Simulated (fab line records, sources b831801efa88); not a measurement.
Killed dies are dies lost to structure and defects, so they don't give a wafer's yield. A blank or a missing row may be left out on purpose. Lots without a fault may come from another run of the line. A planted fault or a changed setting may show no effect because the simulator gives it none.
Which tool did it? | flow gf180mcu | 13 lots, 39 wafers sampled, at 2 steps of a route of 602

WHAT THE GAUGES READ, wafer by wafer
GF_MIM_THK_MEAS_06. Usual: MIM_CVD_05_THK 42.3 nm, standard deviation 0.62.
lot  | measured     | on            | MIM_CVD_05_THK (nm) | flag
L178 | day 25 04:07 | film_metro-01 | 42.0 42.8 43.1      |
L180 | day 25 23:35 | film_metro-04 | 41.4 42.2 42.2      |
L183 | day 27 00:34 | film_metro-02 | 41.4 42.2 42.3      |
L184 | day 27 08:22 | film_metro-01 | 41.7 42.6 41.8      |
L187 | day 28 02:43 | film_metro-02 | 42.1 42.2 42.0      |
L190 | day 29 01:29 | film_metro-01 | 41.1 42.0 42.0      |
L191 | day 29 06:51 | film_metro-01 | 41.9 41.1 42.2      |
L193 | day 30 00:58 | film_metro-01 | 41.4 42.5 42.4      |
L194 | day 30 04:08 | film_metro-02 | 41.8 41.9 42.8      |
L195 | day 30 12:24 | film_metro-01 | 42.6 41.9 42.0      |
L197 | day 30 22:25 | film_metro-01 | 41.6 41.6 40.9      |
L198 | day 31 06:31 | film_metro-04 | 42.5 42.3 42.5      |
L199 | day 31 09:11 | film_metro-01 | 41.9 42.5 41.8      |

WHICH TOOL RAN EACH LOT (tool, then ch and the chambers of the sampled wafers, then the start)
lot  | GF_MIM_SPUTTER_01
L178 | pvd_sputter-01, day 25 03:58
L180 | pvd_sputter-04, day 25 23:25
L183 | pvd_sputter-01, day 27 00:24
L184 | pvd_sputter-04, day 27 08:13
L187 | pvd_sputter-04, day 28 02:34
L190 | pvd_sputter-02, day 29 01:14
L191 | pvd_sputter-02, day 29 06:41
L193 | pvd_sputter-02, day 30 00:48
L194 | pvd_sputter-04, day 30 03:58
L195 | pvd_sputter-02, day 30 12:13
L197 | pvd_sputter-02, day 30 22:15
L198 | pvd_sputter-01, day 31 06:21
L199 | pvd_sputter-02, day 31 09:00
- GF_MIM_SPUTTER_01: material TiN, target thk 30 nm, time 25 s.

WHAT THE TOOLS THEMSELVES READ (means of the sampled wafers that have a number; where no wafer has one, the mark that the record gives instead)
GF_MIM_SPUTTER_01. Usual: cathode_dc_power_W 6500.1 W, standard deviation 1.2; chamber_pressure_pa 0.4000 Pa, standard deviation 0.00074; throttle_valve_pct 30.3 %, standard deviation 1.1.
lot  | tool           | cathode_dc_power_W (W) | chamber_pressure_pa (Pa) | throttle_valve_pct (%) | flag
L178 | pvd_sputter-01 | 6500.6                 | 0.3998                   | 30.4                   |
L180 | pvd_sputter-04 | 6501.1                 | 0.4000                   | 30.2                   |
L183 | pvd_sputter-01 | 6499.3                 | 0.4003                   | 30.5                   |
L184 | pvd_sputter-04 | 6499.1                 | 0.4003                   | 30.4                   |
L187 | pvd_sputter-04 | 6500.4                 | 0.3993                   | 30.3                   |
L190 | pvd_sputter-02 | 6500.2                 | 0.3987                   | 30.8                   |
L191 | pvd_sputter-02 | 6500.2                 | 0.3997                   | 30.3                   |
L193 | pvd_sputter-02 | 6499.6                 | 0.4002                   | 30.3                   |
L194 | pvd_sputter-04 | 6499.9                 | 0.4002                   | 30.4                   |
L195 | pvd_sputter-02 | 6501.5                 | 0.4004                   | 30.2                   |
L197 | pvd_sputter-02 | 6500.3                 | 0.4005                   | 30.4                   |
L198 | pvd_sputter-01 | 6500.0                 | 0.4001                   | 30.2                   |
L199 | pvd_sputter-02 | 6500.0                 | 0.4001                   | 30.3                   |

THE ANSWER, worked out from the rows above alone
Rule: a lot is off if the mean of its wafers that have a number lies more than 3 standard deviations from the usual mean. A lot without any number at a reading at which 4 lots or more have one is off too. The other lots that the step has rows for count as sound. The gauges are gone through in route order, then the tools' own readings, and for those a lot's mean is taken as printed above. The first step at which some lot is off is used, and at that step the reading that is off furthest; a lot without a number counts as furthest.
No lot is off at any reading shown: from this, nothing can be told.

WHAT THE SIMULATOR HAD PUT IN
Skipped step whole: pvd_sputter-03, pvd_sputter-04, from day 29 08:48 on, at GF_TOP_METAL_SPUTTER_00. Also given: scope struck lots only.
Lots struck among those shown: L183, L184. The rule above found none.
